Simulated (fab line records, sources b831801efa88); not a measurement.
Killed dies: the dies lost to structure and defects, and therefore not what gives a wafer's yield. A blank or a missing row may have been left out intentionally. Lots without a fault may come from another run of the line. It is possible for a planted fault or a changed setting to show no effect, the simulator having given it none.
fab line records	flow gf180mcu
[record] lots = 13	wafers = 39	lastDay = 34
route steps=602 shown STI@5 NWELL@52 VT_IMPLANT@109 M1@321
lots that met no fault: from a run of the same line without faults
startH: start of the lot's first displayed wafer, in hours after the record's first day	waitH: hours elapsed since this lot's preceding step	" identical to the entry in the row above	L1.1+2: a single row standing in for several wafers	- value missing, or start not given	* or withheld: withheld	< > ~ a bound
route shown NAME@n: NAME is a module with steps in the file, n the number in the route of the first one	usual: the fault-free wafers' mean and standard deviation	same: alike in all rows	chamber/n: place in a boat	sites: readings site by site	_std_site: standard deviation across them	_edge_site: outer sites' mean less inner sites'	radiusMm: how far each site lies from the wafer's centre	mask NAME#n: copy n	behind: the tool/chamber that last shaped the wafer	hold: reason for holding the lot/hours on hold/outcome of the hold	device: which transistor (n, p or np) failed to switch	end of line: tests run on the same wafers once the route is complete	a step without rows: its recipe alone	killed: not the wafer's yield, but the dies lost to structure and defects at the first sort	map: dies across one wafer; x = killed, . = not, _ = none there
set.NAME: the setting that was run; set.NAME@STEP: the one run at that earlier step	model.NAME: the simulator's own value behind a step, which no gauge read
steps of the route over a sample of lots; a table a step, a row a wafer
services: from which hour (startH, from the record's first day; less than 0 if before it) a tool's chamber was out of use, for how many hours, and why
[[steps]]
[step GF_STI_THK_MEAS_04]
[recipe] reads = Si3N4_of_STI_CVD_03
[usual] STI_CVD_03_THK = 207.3/1.8
lot.wafer	tool	chamber	startH	waitH	STI_CVD_03_THK[nm]
L231.4	filmMetro-01	-	18.88	0.0	206.5
L231.5	"	-	"	"	208.4
L231.6	"	-	"	"	208.0
L232.2	filmMetro-03	-	23.63	0.0	202.5
L232.3	"	-	"	"	201.8
L232.5	"	-	"	"	202.1
L233.1	filmMetro-03	-	29.55	0.0	208.1
L233.3	"	-	"	"	207.8
L233.5	"	-	"	"	207.9
L236.2	filmMetro-03	-	43.57	0.0	206.7
L236.5	"	-	"	"	207.4
L236.6	"	-	"	"	206.7
L237.2	filmMetro-03	-	48.71	0.0	207.5
L237.3	"	-	"	"	207.9
L237.6	"	-	"	"	207.8
L238.1	filmMetro-01	-	54.55	0.0	210.4
L238.2	"	-	"	"	210.1
L238.5	"	-	"	"	209.1
L244.2	filmMetro-01	-	83.57	0.0	211.2
L244.3	"	-	"	"	207.5
L244.5	"	-	"	"	207.8
L245.1	filmMetro-04	-	88.56	0.0	208.8
L245.2	"	-	"	"	208.9
L245.3	"	-	"	"	209.6
L246.2	filmMetro-03	-	94.90	0.0	208.4
L246.4	"	-	"	"	206.8
L246.5	"	-	"	"	206.6
L249.2	filmMetro-04	-	110.15	0.0	205.1
L249.4	"	-	"	"	206.0
L249.5	"	-	"	"	206.0
L250.2	filmMetro-03	-	114.81	0.0	205.7
L250.5	"	-	"	"	208.8
L250.6	"	-	"	"	205.2
L251.1	filmMetro-01	-	120.62	0.0	209.6
L251.3	"	-	"	"	207.1
L251.6	"	-	"	"	206.2
L252.3	filmMetro-04	-	124.39	0.0	208.5
L252.4	"	-	"	"	204.9
L252.6	"	-	"	"	207.2
[step GF_NWELL_STRIP_10]
[recipe] chemistry = O2/N2	powerW = 1400	pressureMtorr = 1500	platenTempC = 250	o2FlowSccm = 3000	n2FlowSccm = 300	overashFraction = 0.5
[usual] chamberPressureMTorr = 1500.0/1.4	drypumpMotorCurrentA = 5.9/0.4	heaterPowerW = 335/26	oesProductAu = 0.722/0.0046	platenTempC = 250.01/0.15	stripTimeToEndpointS = 36.94/0.077
lot.wafer	tool	chamber	startH	waitH	chamberPressureMTorr	drypumpMotorCurrentA	heaterPowerW	oesProductAu	platenTempC	rfHoursCounterH	stripTimeToEndpointS
L231.4	plasmaAsher-01	0	60.88	0.1	1502.3	6.6	332	0.719	249.74	-	36.99
L231.5	"	0	"	"	1497.5	6.6	329	0.716	249.80	-	36.84
L231.6	"	1	"	"	1500.0	5.8	340	0.723	250.04	-	36.95
L232.2	plasmaAsher-03	0	64.84	0.1	1499.0	6.0	333	0.725	249.93	41	36.99
L232.3	"	0	"	"	1499.8	6.0	337	0.728	249.94	-	37.07
L232.5	"	1	"	"	1499.1	5.2	292	0.728	249.81	-	37.10
L233.1	plasmaAsher-01	1	71.68	0.1	1500.7	5.8	344	0.717	249.92	40	36.96
L233.3	"	1	"	"	1499.8	5.8	340	0.723	250.02	-	36.92
L233.5	"	0	"	"	1499.9	6.6	315	0.721	249.94	-	36.92
L236.2	plasmaAsher-03	1	88.58	0.1	1499.8	5.3	295	0.711	250.08	44	36.99
L236.5	"	1	"	"	1498.4	5.3	296	0.720	250.22	-	36.99
L236.6	"	0	"	"	1497.7	6.0	339	0.721	250.14	-	36.92
L237.2	plasmaAsher-02	0	93.39	0.1	1501.8	5.9	338	0.726	250.04	28	36.86
L237.3	"	0	"	"	1501.1	5.9	340	0.724	249.81	-	36.97
L237.6	"	0	"	"	1499.8	5.9	338	0.721	250.10	-	36.92
L238.1	plasmaAsher-03	0	99.57	0.1	1500.1	6.0	331	0.720	250.16	45	36.90
L238.2	"	1	"	"	1499.6	5.2	290	0.723	249.91	45	37.03
L238.5	"	1	"	"	1502.1	5.2	285	0.718	249.96	-	37.10
L244.2	plasmaAsher-03	1	131.94	0.1	1501.0	5.3	296	0.723	250.00	49	36.90
L244.3	"	0	"	"	1500.4	6.0	329	0.713	250.07	-	36.82
L244.5	"	1	"	"	1501.6	5.2	300	0.720	249.99	-	36.83
L245.1	plasmaAsher-02	0	137.69	0.1	1500.5	5.9	348	0.714	250.06	33	36.96
L245.2	"	1	"	"	1500.6	6.1	378	0.717	250.30	33	36.89
L245.3	"	0	"	"	1498.7	5.9	335	0.720	250.06	-	36.90
L246.2	plasmaAsher-03	0	144.69	0.1	1501.4	6.0	330	0.720	250.02	50	36.89
L246.4	"	1	"	"	1502.1	5.2	298	0.722	249.94	-	36.87
L246.5	"	1	"	"	1499.1	5.2	303	0.722	250.07	-	37.03
L249.2	plasmaAsher-03	0	160.48	0.1	1501.1	6.0	332	0.725	250.03	52	36.85
L249.4	"	0	"	"	1498.3	6.0	333	0.730	249.94	-	36.86
L249.5	"	0	"	"	1501.2	5.9	326	0.723	249.99	-	36.90
L250.2	plasmaAsher-03	1	164.09	0.1	1501.7	5.3	297	0.732	250.11	52	36.85
L250.5	"	0	"	"	1499.9	6.0	324	0.726	249.87	-	36.91
L250.6	"	1	"	"	1501.7	5.3	304	0.724	249.92	-	36.95
L251.1	plasmaAsher-02	1	170.28	0.1	1500.3	6.1	373	0.728	249.93	36	36.92
L251.3	"	0	"	"	1498.2	5.9	331	0.717	249.87	-	36.83
L251.6	"	0	"	"	1498.7	5.9	337	0.719	249.96	-	36.93
L252.3	plasmaAsher-01	0	176.61	0.1	1498.8	6.6	322	0.730	250.03	-	36.87
L252.4	"	1	"	"	1500.6	5.8	364	0.726	249.98	-	36.91
L252.6	"	0	"	"	1500.2	6.6	310	0.717	250.27	-	36.95
[step GF_VT_IMPLANT_IMPLANT_19]
[recipe] species = As	energyKev = 100	doseCm2 = 4.35e+12	tiltDeg = 7
[usual] tiltDeg = 6.999/0.02
lot.wafer	tool	chamber	startH	waitH	tiltDeg
L231.4	implanter-04	0	132.07	0.1	7.017
L231.5	"	0	"	"	7.032
L231.6	"	0	"	"	7.002
L232.2	implanter-02	0	137.07	0.0	6.987
L232.3	"	0	"	"	7.002
L232.5	"	0	"	"	7.040
L233.1	implanter-01	0	144.04	0.0	6.978
L233.3	"	0	"	"	6.986
L233.5	"	0	"	"	6.984
L236.2	implanter-01	0	163.85	0.0	6.986
L236.5	"	0	"	"	6.997
L236.6	"	0	"	"	7.032
L237.2	implanter-02	0	169.92	0.0	-0.038
L237.3	"	0	"	"	-0.037
L237.6	"	0	"	"	0.012
L238.1	implanter-02	0	176.49	0.0	0.003
L238.2	"	0	"	"	-0.005
L238.5	"	0	"	"	0.002
L244.2	implanter-01	0	213.72	0.0	6.995
L244.3	"	0	"	"	6.993
L244.5	"	0	"	"	7.008
L245.1	implanter-01	0	220.29	0.0	7.005
L245.2	"	0	"	"	7.011
L245.3	"	0	"	"	7.024
L246.2	implanter-04	0	230.07	0.0	7.025
L246.4	"	0	"	"	7.026
L246.5	"	0	"	"	7.007
L249.2	implanter-02	0	246.72	0.0	6.982
L249.4	"	0	"	"	6.981
L249.5	"	0	"	"	6.990
L250.2	implanter-01	0	252.35	0.0	6.983
L250.5	"	0	"	"	6.979
L250.6	"	0	"	"	7.000
L251.1	implanter-02	0	259.99	0.0	6.996
L251.3	"	0	"	"	7.027
L251.6	"	0	"	"	6.992
L252.3	implanter-02	0	265.14	0.1	6.988
L252.4	"	0	"	"	7.004
L252.6	"	0	"	"	7.026
[step GF_VT_IMPLANT_TW_MEAS_21]
[usual] VT_IMPLANT_2_TW = 1204/13
lot.wafer	tool	chamber	startH	waitH	VT_IMPLANT_2_TW
L231.4	filmMetro-02	-	132.27	0.1	1220
L231.5	"	-	"	"	1213
L231.6	"	-	"	"	1212
L232.2	filmMetro-03	-	137.30	0.1	1190
L232.3	"	-	"	"	1197
L232.5	"	-	"	"	1188
L233.1	filmMetro-02	-	144.29	0.1	1207
L233.3	"	-	"	"	1205
L233.5	"	-	"	"	1207
L236.2	filmMetro-03	-	164.09	0.1	1195
L236.5	"	-	"	"	1192
L236.6	"	-	"	"	1191
L237.2	filmMetro-01	-	170.15	0.1	1072
L237.3	"	-	"	"	1073
L237.6	"	-	"	"	1067
L238.1	filmMetro-02	-	176.74	0.1	1092
L238.2	"	-	"	"	1094
L238.5	"	-	"	"	1088
L244.2	filmMetro-03	-	213.95	0.1	1199
L244.3	"	-	"	"	1201
L244.5	"	-	"	"	1185
L245.1	filmMetro-03	-	220.54	0.1	1195
L245.2	"	-	"	"	1191
L245.3	"	-	"	"	1190
L246.2	filmMetro-02	-	230.30	0.1	1209
L246.4	"	-	"	"	1217
L246.5	"	-	"	"	1209
L249.2	filmMetro-03	-	246.95	0.1	1190
L249.4	"	-	"	"	1192
L249.5	"	-	"	"	1185
L250.2	filmMetro-01	-	252.58	0.1	1197
L250.5	"	-	"	"	1199
L250.6	"	-	"	"	1197
L251.1	filmMetro-03	-	260.24	0.1	1189
L251.3	"	-	"	"	1188
L251.6	"	-	"	"	1192
L252.3	filmMetro-01	-	265.36	0.1	1186
L252.4	"	-	"	"	1191
L252.6	"	-	"	"	1192
[step GF_M1_THK_MEAS_06]
[recipe] thkMeasGauge = xrf	reads = AlCu_of_M1_SPUTTER_02
[usual] M1_ALCU_THK = 464/5.1
lot.wafer	tool	chamber	startH	waitH	M1_ALCU_THK[nm]
L231.4	filmMetro-01	-	371.14	0.1	464
L231.5	"	-	"	"	464
L231.6	"	-	"	"	463
L232.2	filmMetro-03	-	381.13	0.1	468
L232.3	"	-	"	"	465
L232.5	"	-	"	"	472
L233.1	filmMetro-03	-	393.13	0.1	459
L233.3	"	-	"	"	464
L233.5	"	-	"	"	461
L236.2	filmMetro-01	-	415.77	0.1	466
L236.5	"	-	"	"	469
L236.6	"	-	"	"	465
L237.2	filmMetro-01	-	425.95	0.1	472
L237.3	"	-	"	"	469
L237.6	"	-	"	"	469
L238.1	filmMetro-01	-	435.93	0.1	470
L238.2	"	-	"	"	476
L238.5	"	-	"	"	475
L244.2	filmMetro-01	-	488.79	0.1	462
L244.3	"	-	"	"	465
L244.5	"	-	"	"	469
L245.1	filmMetro-02	-	498.27	0.1	460
L245.2	"	-	"	"	467
L245.3	"	-	"	"	466
L246.2	filmMetro-03	-	506.29	0.1	465
L246.4	"	-	"	"	468
L246.5	"	-	"	"	469
L249.2	filmMetro-02	-	528.84	0.1	465
L249.4	"	-	"	"	462
L249.5	"	-	"	"	463
L250.2	filmMetro-03	-	535.97	0.1	469
L250.5	"	-	"	"	467
L250.6	"	-	"	"	466
L251.1	filmMetro-01	-	545.89	0.1	467
L251.3	"	-	"	"	460
L251.6	"	-	"	"	467
L252.3	filmMetro-03	-	550.70	0.1	468
L252.4	"	-	"	"	467
L252.6	"	-	"	"	469
[[services]]
tool	chamber	startH	hours	kind
implanter-02	-	51.50	4.2	pm
implanter-04	-	62.08	3.6	pm
plasmaAsher-02	-	77.42	14.6	pm
plasmaAsher-02	-	104.72	0.4	repair
plasmaAsher-01	-	108.75	9.0	pm
plasmaAsher-01	0	108.75	9.0	ventCycle
plasmaAsher-01	1	108.75	9.0	ventCycle
implanter-01	-	109.11	2.7	repair
implanter-01	-	111.46	0.9	repair
plasmaAsher-01	0	117.75	-	clean
plasmaAsher-01	1	117.75	-	clean
implanter-01	-	121.88	5.4	repair
implanter-01	-	124.56	6.3	repair
implanter-04	-	181.16	2.5	repair
plasmaAsher-02	-	195.18	8.5	repair
implanter-01	-	204.25	5.9	pm
plasmaAsher-02	-	225.53	2.8	pm
implanter-02	-	241.97	3.6	repair
plasmaAsher-01	-	257.96	2.8	pm
plasmaAsher-02	-	260.85	18.8	repair
[[key]]
[firstSign] step = GF_VT_IMPLANT_IMPLANT_19	reading = tiltDeg	direction = down	sigmas = 99+	usual = 6.999	struck = -0.010
[effect] step = GF_VT_IMPLANT_TW_MEAS_21	reading = VT_IMPLANT_2_TW	direction = down	sigmas = 9.5	usual = 1204	struck = 1081
metAt GF_VT_IMPLANT_IMPLANT_19
struckLots L237,L238
testerLeftOut L237,L238
notActingAt GF_STI_THK_MEAS_04,GF_NWELL_STRIP_10,GF_M1_THK_MEAS_06
onsetBetween 137.07 169.92
[fault] kind = processParameterDrift	tool = implanter-02	chamber = -	onsetH = 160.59	steps = GF_VT_IMPLANT_IMPLANT_19	channel = tiltDeg	offset = -7	shape = step	endH = 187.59	actsIn = theseRecipesOnly	stated = 7
// testerLeftOut: of these lots the tester's yield and bins aren't shown, on N5 and GAA mostly nor the transistor test; their killed dies are dies lost to structure and defects alone, not to doping, threshold or leakage, so they don't give the yield
